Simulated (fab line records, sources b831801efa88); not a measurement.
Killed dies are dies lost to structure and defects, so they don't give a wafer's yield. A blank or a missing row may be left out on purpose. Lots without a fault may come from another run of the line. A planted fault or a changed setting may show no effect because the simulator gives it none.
fab line records | flow sfq_line
record lots=6 wafers=18 last_day=91
route steps=325 shown I0@47 M1@58 I1@73 M2@88 M8@325
lots that met no fault: from a run of the same line without faults
start_h: hours from the record's first day to the start of the lot's first wafer shown | wait_h: hours since the lot's step before | " the same as in the row above | L1.1+2: a row that stands for several wafers | - no value, or no start given | * or withheld: withheld | < > ~ a bound
route shown NAME@n: a module of which the file shows steps, and the number in the route of the first | usual: mean/standard deviation of fault-free wafers | same: alike in all rows | chamber/n: place in a boat | sites: the reading at each site | _std_site: their standard deviation | _edge_site: outer sites' mean less inner sites' | radius_mm: how far each site lies from the wafer's centre | mask NAME#n: copy n | behind: the tool/chamber that last shaped the wafer | hold: why the lot was held/for how many hours/how that ended | device: the transistor (n, p or np) that didn't switch | end of line: the same wafers' tests at the end of the route | a step without rows: its recipe alone | killed: dies lost to structure and defects at the first sort, not the wafer's yield | map: a wafer's dies, x killed, . not, _ none there
set.NAME: the setting as run; set.NAME@STEP: as run at that earlier step | model.NAME: the simulator's own value behind a step, which no gauge read
lots at some steps of the route; a table a step, a row a wafer
services: from which hour (start_h, from the record's first day; less than 0 if before it) a tool's chamber was out of use, for how many hours, and why
## steps
# step SFQ_TRILAYER_I0_VIA_LITHO_COAT_036
# recipe resist=BARC spin_rpm=3000 resist_thk_nm=62
# step SFQ_TRILAYER_I0_VIA_LITHO_COAT_031
# recipe resist=KrF spin_rpm=3000 resist_thk_nm=650
# step SFQ_TRILAYER_I0_VIA_LITHO_SOFTBAKE_035
# recipe temp_c=withheld time_s=withheld resist=KrF
# step SFQ_TRILAYER_I0_VIA_LITHO_EXPOSE_032
# recipe mask_id=I0 na=0.6 source_shape=conventional sigma_outer=0.65 target_cd_nm=500 dose_mj=21.3
# step SFQ_TRILAYER_I0_VIA_LITHO_PEB_034
# recipe peb_temp_c=115 peb_time_s=60 resist=KrF
# step SFQ_TRILAYER_I0_VIA_LITHO_DEVELOP_033
# recipe time_s=60 resist=KrF
# step SFQ_I0_OVL_MEAS_908
# usual I0_OVL=-2/5.2
# columns lot.wafer tool chamber start_h wait_h I0_OVL[nm]
L752.1 overlay-02 - 242.32 0.1 -1
L752.3 " - " " -14
L752.4 " - " " -3
L758.3 overlay-02 - 278.33 0.1 1
L758.4 " - " " -8
L758.5 " - " " -6
L762.1 overlay-01 - 313.51 0.1 0
L762.2 " - " " 4
L762.4 " - " " 7
L764.2 overlay-02 - 337.47 0.1 -11
L764.5 " - " " -16
L764.6 " - " " -9
L767.2 overlay-01 - 356.61 0.1 1
L767.4 " - " " 4
L767.5 " - " " 2
L769.1 overlay-01 - 371.01 0.1 0
L769.4 " - " " 5
L769.6 " - " " 3
# step SFQ_TRILAYER_I0_VIA_BARC_OPEN_VIA_ETCH_046
# recipe mask_material=PR chemistry=O2 target_depth_nm=125 target=BARC source_w=500 bias_w=80 pressure_mtorr=30 time_s=41.7
# usual drypump_motor_current_A=5.6/0.53 oes_product_au=0.685/0.0043
# same time_s=41.7
# columns lot.wafer tool chamber start_h wait_h drypump_motor_current_A oes_product_au rf_hours_counter_h
L752.1 rie_diel-01 1 242.35 0.0 4.9 0.682 21
L752.3 " 2 " " 5.8 0.693 14
L752.4 " 3 " " 5.9 0.684 96
L758.3 rie_diel-03 0 278.35 0.0 4.8 0.688 0
L758.4 " 2 " " 5.7 0.678 61
L758.5 " 0 " " 4.8 0.684 -
L762.1 rie_diel-01 3 313.55 0.0 5.8 0.690 97
L762.2 " 1 " " 4.9 0.681 22
L762.4 " 2 " " 5.8 0.684 15
L764.2 rie_diel-03 0 337.50 0.0 4.8 0.678 1
L764.5 " 3 " " 4.9 0.688 -
L764.6 " 0 " " 4.8 0.685 -
L767.2 rie_diel-03 1 356.64 0.0 5.6 0.680 0
L767.4 " 0 " " 4.8 0.682 2
L767.5 " 2 " " 5.7 0.679 -
L769.1 rie_diel-01 0 371.04 0.0 6.4 0.694 97
L769.4 " 3 " " 5.8 0.682 98
L769.6 " 0 " " 6.4 0.684 -
# step SFQ_TRILAYER_I0_VIA_ETCH_VIA_ETCH_034
# recipe target=SiO2 stop_on=Nb mask_material=PR taper_deg=20 chemistry=CHF3 target_depth_nm=260 source_w=500 bias_w=80 pressure_mtorr=30 time_s=withheld
# step SFQ_TRILAYER_I0_VIA_STRIP_STRIP_035
# recipe gas=O2 power_w=200 platen_temp_c=40 overash_fraction=0.65 chemistry=O2 pressure_mtorr=50
# usual drypump_motor_current_A=5.3/0.44 oes_product_au=1.002/0.009
# columns lot.wafer tool chamber start_h wait_h drypump_motor_current_A oes_product_au rf_hours_counter_h
L752.1 rie_metal-02 0 242.51 - 5.8 1.015 84
L752.3 " 1 " " 4.8 0.999 -
L752.4 " 0 " " 5.8 1.014 -
L758.3 rie_metal-03 1 278.71 - 4.9 0.991 -
L758.4 " 0 " " 5.6 1.002 -
L758.5 " 0 " " 5.6 1.001 -
L762.1 rie_metal-02 0 313.70 - 5.8 1.015 97
L762.2 " 1 " " 4.8 1.011 39
L762.4 " 1 " " 4.8 1.015 -
L764.2 rie_metal-03 1 337.65 - 4.9 0.989 143
L764.5 " 0 " " 5.6 0.996 -
L764.6 " 1 " " 4.9 0.988 -
L767.2 rie_metal-03 0 356.80 - 5.6 1.014 142
L767.4 " 1 " " 4.9 1.013 -
L767.5 " 0 " " 5.6 1.014 -
L769.1 rie_metal-03 1 371.20 - 4.9 0.988 150
L769.4 " 0 " " 5.7 0.999 -
L769.6 " 0 " " 5.6 0.998 -
# step SFQ_TRILAYER_I0_VIA_STRIP_SOLV_CLEAN_036
# recipe chemistry=NMP temp_c=70 time_s=600
# step SFQ_TRILAYER_M1_DEP_PRE_CLEAN_038
# recipe gas=Ar time_s=22.5 bias_v=250
# step SFQ_TRILAYER_M1_DEP_SPUTTER_037
# recipe material=Nb base_pressure_pa=1.33e-06 chamber_pressure_pa=0.1333 substrate_temp_c=20 resputter_cathode_voltage_v=400 target_thk_nm=200 power_w=2000 time_s=133.3
# usual throttle_valve_pct=29.3/0.58
# columns lot.wafer tool chamber start_h wait_h throttle_valve_pct model.Nb_of_TRILAYER_M1_DEP_SPUTTER_037.thk_nm
L752.1 pvd_sputter-03 - 243.31 0.0 29.1 202.3
L752.3 " - " " 30.0 199.4
L752.4 " - " " 28.7 200.7
L758.3 pvd_sputter-06 - 279.31 0.0 29.9 196.8
L758.4 " - " " 29.3 199.7
L758.5 " - " " 30.1 197.7
L762.1 pvd_sputter-03 - 314.52 0.0 29.8 199.2
L762.2 " - " " 29.7 199.1
L762.4 " - " " 29.2 156.6
L764.2 pvd_sputter-03 - 338.63 0.0 30.0 199.3
L764.5 " - " " 29.5 201.2
L764.6 " - " " 29.7 153.9
L767.2 pvd_sputter-04 - 357.60 0.0 28.0 202.5
L767.4 " - " " 29.0 199.4
L767.5 " - " " 29.6 201.8
L769.1 pvd_sputter-06 - 372.00 0.0 29.8 194.4
L769.4 " - " " 29.6 197
L769.6 " - " " 29.8 195.1
# step SFQ_M1_RS_MEAS_909
# recipe thk_meas_gauge=four-point-probe reads=Nb_of_TRILAYER_M1_DEP_SPUTTER_037
# usual M1_NB_RS=0.893/0.01
# columns lot.wafer tool chamber start_h wait_h M1_NB_RS[ohm/sq]
L752.1 film_metro-04 - 243.40 0.0 0.878
L752.3 " - " " 0.891
L752.4 " - " " 0.886
L758.3 film_metro-04 - 279.45 0.1 0.905
L758.4 " - " " 0.892
L758.5 " - " " 0.901
L762.1 film_metro-04 - 314.61 0.0 0.896
L762.2 " - " " 0.894
L762.4 " - " " 1.140
L764.2 film_metro-01 - 338.74 0.1 0.893
L764.5 " - " " 0.884
L764.6 " - " " 1.159
L767.2 film_metro-01 - 357.71 0.1 0.879
L767.4 " - " " 0.891
L767.5 " - " " 0.882
L769.1 film_metro-02 - 372.09 0.0 0.917
L769.4 " - " " 0.905
L769.6 " - " " 0.913
# step SFQ_TRILAYER_M1_LITHO_COAT_044
# recipe resist=BARC spin_rpm=3000 resist_thk_nm=62
# step SFQ_TRILAYER_M1_LITHO_COAT_039
# recipe resist=KrF spin_rpm=3000 resist_thk_nm=600
# step SFQ_TRILAYER_M1_LITHO_SOFTBAKE_043
# recipe temp_c=withheld time_s=withheld resist=KrF
# step SFQ_TRILAYER_M1_LITHO_EXPOSE_040
# recipe mask_id=M1 na=0.6 source_shape=conventional sigma_outer=0.65 target_cd_nm=500 dose_mj=14.4
# step SFQ_TRILAYER_M1_LITHO_PEB_042
# recipe peb_temp_c=115 peb_time_s=60 resist=KrF
# step SFQ_TRILAYER_M1_LITHO_DEVELOP_041
# recipe time_s=60 resist=KrF
# step SFQ_M1_OVL_MEAS_911
# usual M1_OVL=-1/5
# columns lot.wafer tool chamber start_h wait_h M1_OVL[nm]
L752.1 overlay-02 - 269.90 0.1 0
L752.3 " - " " -1
L752.4 " - " " 1
L758.3 overlay-01 - 303.51 0.1 -4
L758.4 " - " " 2
L758.5 " - " " -4
L762.1 overlay-02 - 333.70 0.1 0
L762.2 " - " " -3
L762.4 " - " " -5
L764.2 overlay-01 - 352.91 0.1 -5
L764.5 " - " " 0
L764.6 " - " " -1
L767.2 overlay-01 - 376.01 0.1 -6
L767.4 " - " " -7
L767.5 " - " " 2
L769.1 overlay-01 - 390.51 0.1 -3
L769.4 " - " " -2
L769.6 " - " " 0
# step SFQ_TRILAYER_M1_BARC_OPEN_METAL_ETCH_054
# recipe mask_material=PR chemistry=O2 target_depth_nm=125 target=BARC icp_w=600 bias_w=80 pressure_mtorr=10 time_s=41.7
# step SFQ_TRILAYER_M1_ETCH_METAL_ETCH_042
# recipe target=Nb stop_on=SiO2 mask_material=PR chemistry=Cl2/Ar target_depth_nm=240 icp_w=600 bias_w=80 pressure_mtorr=10 time_s=120
# usual drypump_motor_current_A=5.5/0.54 oes_product_au=0.892/0.0065
# same time_s=120
# columns lot.wafer tool chamber start_h wait_h drypump_motor_current_A oes_product_au rf_hours_counter_h
L752.1 rie_metal-04 0 269.99 0.0 5.0 0.900 66
L752.3 " 0 " " 5.0 0.886 -
L752.4 " 1 " " 6.2 0.895 -
L758.3 rie_metal-02 0 303.63 0.1 5.8 0.881 -
L758.4 " 1 " " 4.8 0.895 -
L758.5 " 0 " " 5.8 0.893 -
L762.1 rie_metal-01 1 333.80 0.0 5.0 0.894 42
L762.2 " 0 " " 5.8 0.897 63
L762.4 " 1 " " 5.0 0.779 -
L764.2 rie_metal-04 1 353.00 0.0 6.2 0.889 25
L764.5 " 1 " " 6.2 0.897 -
L764.6 " 0 " " 5.0 0.776 -
L767.2 rie_metal-01 0 376.10 0.0 5.8 0.898 71
L767.4 " 1 " " 5.0 0.893 -
L767.5 " 1 " " 5.0 0.892 -
L769.1 rie_metal-02 1 390.60 0.0 4.8 0.886 49
L769.4 " 1 " " 4.8 0.887 -
L769.6 " 1 " " 4.8 0.878 -
# step SFQ_TRILAYER_M1_STRIP_STRIP_043
# recipe gas=O2 power_w=200 platen_temp_c=40 overash_fraction=0.65 chemistry=O2 pressure_mtorr=50
# step SFQ_TRILAYER_M1_STRIP_SOLV_CLEAN_044
# recipe chemistry=NMP temp_c=70 time_s=600
# step SFQ_TRILAYER_I1_DEP_PECVD_045
# recipe material=SiO2 temp_c=150 time_s=111.11 pressure_torr=2.4 rf_w=183.3 precursor=SiH4/N2O target_thk_nm=500
# step SFQ_TRILAYER_I1_CMP_CMP_046
# recipe material=SiO2 down_force_psi=3 platen_rpm=60 pad_velocity_m_s=0.94248
# usual motor_current_A=10.2/1.4 time_to_endpoint_s=217/7.4
# columns lot.wafer tool chamber start_h wait_h motor_current_A time_to_endpoint_s
L752.3 cmp-02 2 284.09 13.2 11.4 210
L752.1 " 0 285.09 14.2 10.1 205
L752.4 " 1 " " 10.3 211
L758.3 cmp-01 2 314.67 10.1 9.8 216
L758.4 " 0 315.67 11.1 12.3 215
L758.5 " 2 316.67 12.1 9.7 220
L762.4 cmp-02 2 338.09 3.3 11.4 223
L762.1 " 0 339.09 4.3 10.3 210
L762.2 " 1 " " 10.3 207
L764.2 cmp-01 1 355.58 1.6 7.6 221
L764.6 " 1 357.58 3.6 7.5 228
L764.5 " 2 " " 10.3 210
L767.4 cmp-01 1 377.48 0.4 7.6 235
L767.2 " 0 378.98 1.9 12.5 204
L767.5 " 2 379.98 2.9 10.0 221
L769.1 cmp-01 1 393.00 1.5 7.6 226
L769.4 " 2 " " 10.7 223
L769.6 " 3 " " 11.2 218
# step SFQ_I1_BOW_MEAS_912
# recipe mode=bow
# usual I1_BOW=2/7.2
# columns lot.wafer tool chamber start_h wait_h I1_BOW[um]
L752.1 film_metro-03 - 287.09 1.5 14
L752.3 " - " " -1
L752.4 " - " " 11
L758.3 film_metro-03 - 317.21 2.0 11
L758.4 " - " " 7
L758.5 " - " " 13
L762.1 film_metro-04 - 341.09 1.5 14
L762.2 " - " " 9
L762.4 " - " " 6
L764.2 film_metro-03 - 358.60 2.5 6
L764.5 " - " " -7
L764.6 " - " " 2
L767.2 film_metro-03 - 380.50 1.0 3
L767.4 " - " " 10
L767.5 " - " " 11
L769.1 film_metro-02 - 395.00 1.5 3
L769.4 " - " " -2
L769.6 " - " " -5
# step SFQ_TRILAYER_I1_METRO_MEASURE_047
# usual thk_nm=200.0/1
# columns lot.wafer tool chamber start_h wait_h thk_nm
L752.1 film_metro-03 - 287.21 0.1 197.9
L752.3 " - " " 199.1
L752.4 " - " " 198.5
L758.3 film_metro-03 - 317.69 0.5 199.9
L758.4 " - " " 199.1
L758.5 " - " " 199.9
L762.1 film_metro-04 - 341.21 0.1 200.5
L762.2 " - " " 199.4
L762.4 " - " " 202.4
L764.2 film_metro-03 - 358.90 0.3 199.9
L764.5 " - " " 198.1
L764.6 " - " " 200.5
L767.2 film_metro-03 - 380.80 0.3 199.3
L767.4 " - " " 200.4
L767.5 " - " " 199.9
L769.1 film_metro-02 - 395.12 0.1 200.1
L769.4 " - " " 199.4
L769.6 " - " " 199.2
# step SFQ_TRILAYER_I1_VIA_LITHO_COAT_054
# recipe resist=BARC spin_rpm=3000 resist_thk_nm=62
# step SFQ_TRILAYER_I1_VIA_LITHO_COAT_049
# recipe resist=KrF spin_rpm=3000 resist_thk_nm=650
# step SFQ_TRILAYER_I1_VIA_LITHO_SOFTBAKE_053
# recipe temp_c=withheld time_s=withheld resist=KrF
# step SFQ_TRILAYER_I1_VIA_LITHO_EXPOSE_050
# recipe mask_id=I1 na=0.6 source_shape=conventional sigma_outer=0.65 target_cd_nm=500 dose_mj=21.3
# step SFQ_TRILAYER_I1_VIA_LITHO_PEB_052
# recipe peb_temp_c=115 peb_time_s=60 resist=KrF
# step SFQ_TRILAYER_I1_VIA_LITHO_DEVELOP_051
# recipe time_s=60 resist=KrF
# step SFQ_I1_OVL_MEAS_913
# usual I1_OVL=0/5.4
# columns lot.wafer tool chamber start_h wait_h I1_OVL[nm]
L752.1 overlay-01 - 416.71 0.1 0
L752.3 " - " " -1
L752.4 " - " " -2
L758.3 overlay-01 - 460.25 0.1 -3
L758.4 " - " " -6
L758.5 " - " " 0
L762.1 overlay-02 - 492.40 0.1 3
L762.2 " - " " 0
L762.4 " - " " -4
L764.2 overlay-01 - 512.81 0.1 -16
L764.5 " - " " -12
L764.6 " - " " -8
L767.2 overlay-01 - 534.41 0.1 -8
L767.4 " - " " -10
L767.5 " - " " -3
L769.1 overlay-02 - 553.18 0.1 1
L769.4 " - " " 2
L769.6 " - " " 2
# step SFQ_TRILAYER_I1_VIA_BARC_OPEN_VIA_ETCH_071
# recipe mask_material=PR chemistry=O2 target_depth_nm=125 target=BARC source_w=500 bias_w=80 pressure_mtorr=30 time_s=41.7
# usual drypump_motor_current_A=5.5/0.46 oes_product_au=0.686/0.004
# same time_s=41.7
# columns lot.wafer tool chamber start_h wait_h drypump_motor_current_A oes_product_au rf_hours_counter_h
L752.1 rie_diel-04 2 416.74 0.0 5.4 0.690 5
L752.3 " 0 " " 5.7 0.692 92
L752.4 " 1 " " 5.8 0.691 19
L758.3 rie_diel-03 3 460.27 0.0 5.0 0.685 1
L758.4 " 2 " " 5.7 0.690 -
L758.5 " 1 " " 5.6 0.692 -
L762.1 rie_diel-03 1 492.44 0.0 5.6 0.683 3
L762.2 " 3 " " 5.0 0.681 1
L762.4 " 0 " " 4.8 0.686 4
L764.2 rie_diel-01 1 512.84 0.0 4.9 0.685 26
L764.5 " 1 " " 4.9 0.680 -
L764.6 " 2 " " 5.7 0.687 -
L767.2 rie_diel-03 1 534.44 0.0 5.6 0.687 4
L767.4 " 3 " " 4.9 0.683 2
L767.5 " 0 " " 4.8 0.686 -
L769.1 rie_diel-03 0 553.22 0.0 4.8 0.689 5
L769.4 " 2 " " 5.7 0.690 66
L769.6 " 1 " " 5.6 0.678 -
# step SFQ_TRILAYER_I1_VIA_ETCH_VIA_ETCH_052
# recipe target=SiO2 stop_on=Nb mask_material=PR taper_deg=20 chemistry=CHF3 target_depth_nm=260 source_w=500 bias_w=80 pressure_mtorr=30 time_s=withheld
# step SFQ_TRILAYER_I1_VIA_STRIP_STRIP_053
# recipe gas=O2 power_w=200 platen_temp_c=40 overash_fraction=0.65 chemistry=O2 pressure_mtorr=50
# step SFQ_TRILAYER_I1_VIA_STRIP_SOLV_CLEAN_054
# recipe chemistry=NMP temp_c=70 time_s=600
# step SFQ_TRILAYER_M2_DEP_PRE_CLEAN_056
# recipe gas=Ar time_s=22.5 bias_v=250
# step SFQ_M8_BOW_MEAS_951
# recipe mode=bow
# usual M8_BOW=10/9.5
# columns lot.wafer tool chamber start_h wait_h M8_BOW[um] model.etest.m1.ohm_um model.etest.i0.link_ohm model.etest.m1.ohm_sq model.etest.i1.link_ohm
L752.1 film_metro-02 - 2004.92 0.0 7 1.771 1.957 0.8793 1.981
L752.3 " - " " -8 1.795 1.969 0.8919 1.983
L752.4 " - " " 3 1.775 1.973 0.8863 1.972
L758.3 film_metro-01 - 2030.56 0.0 20 1.799 1.989 0.904 1.981
L758.4 " - " " 18 1.779 1.983 0.8908 1.96
L758.5 " - " " 23 1.784 1.997 0.8998 1.978
L762.1 film_metro-03 - 2132.19 0.0 21 1.806 1.979 0.8929 1.962
L762.2 " - " " 17 1.796 1.974 0.8934 1.962
L762.4 " - " " 14 2.298 2.272 1.136 2.209
L764.2 film_metro-02 - 2138.88 0.0 27 1.78 1.965 0.8926 1.965
L764.5 " - " " 15 1.759 1.971 0.8842 1.948
L764.6 " - " " 25 2.315 2.295 1.155 2.229
L767.2 film_metro-01 - 2177.45 0.0 17 1.76 1.947 0.8785 1.946
L767.4 " - " " 24 1.796 1.965 0.8919 1.968
L767.5 " - " " 23 1.77 1.948 0.8815 1.955
L769.1 film_metro-03 - 2179.83 0.0 3 1.828 1.994 0.9149 2.01
L769.4 " - " " -2 1.809 1.978 0.9027 1.989
L769.6 " - " " -5 1.826 2 0.9117 1.994
## services
# columns tool chamber start_h hours kind
film_metro-03 - 238.36 0.9 repair
cmp-01 - 267.60 7.6 pm
cmp-01 - 278.40 0.3 repair
rie_metal-02 - 284.22 1.9 repair
rie_diel-03 2 293.35 8.2 repair
film_metro-03 - 298.25 4.5 repair
rie_metal-03 1 313.36 6.5 repair
film_metro-03 - 322.21 0.8 pm
cmp-01 - 323.24 0.9 repair
cmp-01 - 328.69 2.9 repair
rie_metal-02 - 332.29 15.6 pm
rie_diel-01 3 336.78 4.2 repair
rie_metal-02 - 380.20 2.8 pm
rie_diel-01 3 383.55 12.7 repair
rie_metal-03 1 390.97 9.3 repair
cmp-01 - 410.80 4.0 pm
film_metro-03 - 414.04 0.4 pm
rie_metal-02 - 416.16 0.6 repair
film_metro-03 - 422.06 0.9 pm
rie_metal-02 0 425.08 15.7 repair
rie_diel-01 0 453.48 3.1 repair
rie_diel-03 0 459.77 4.2 repair
rie_diel-03 - 476.40 1.1 repair
rie_metal-03 - 479.56 0.6 repair
## key
first_sign step=SFQ_M1_RS_MEAS_909 reading=M1_NB_RS direction=up sigmas=26 usual=0.893 struck=1.149
effect step=SFQ_TRILAYER_M1_ETCH_METAL_ETCH_042 reading=oes_product_au direction=down sigmas=18 usual=0.892 struck=0.777
model_effect step=SFQ_TRILAYER_M1_DEP_SPUTTER_037 value=Nb_of_TRILAYER_M1_DEP_SPUTTER_037.thk_nm without=199 struck=155.3
model_effect step=SFQ_M8_BOW_MEAS_951 value=etest.m1.ohm_um without=1.8 struck=2.307
met_at SFQ_TRILAYER_M1_DEP_SPUTTER_037
struck_wafers L762.4,L764.6
onset_between 243.31 314.52
fault kind=process_parameter_drift tool=pvd_sputter-03 chamber=- onset_h=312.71 steps=SFQ_TRILAYER_M1_DEP_SPUTTER_037 channel=target_thk_nm offset=-43.762 shape=step end_h=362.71 scope=struck_wafers_only acts_in=these_recipes_only stated=200
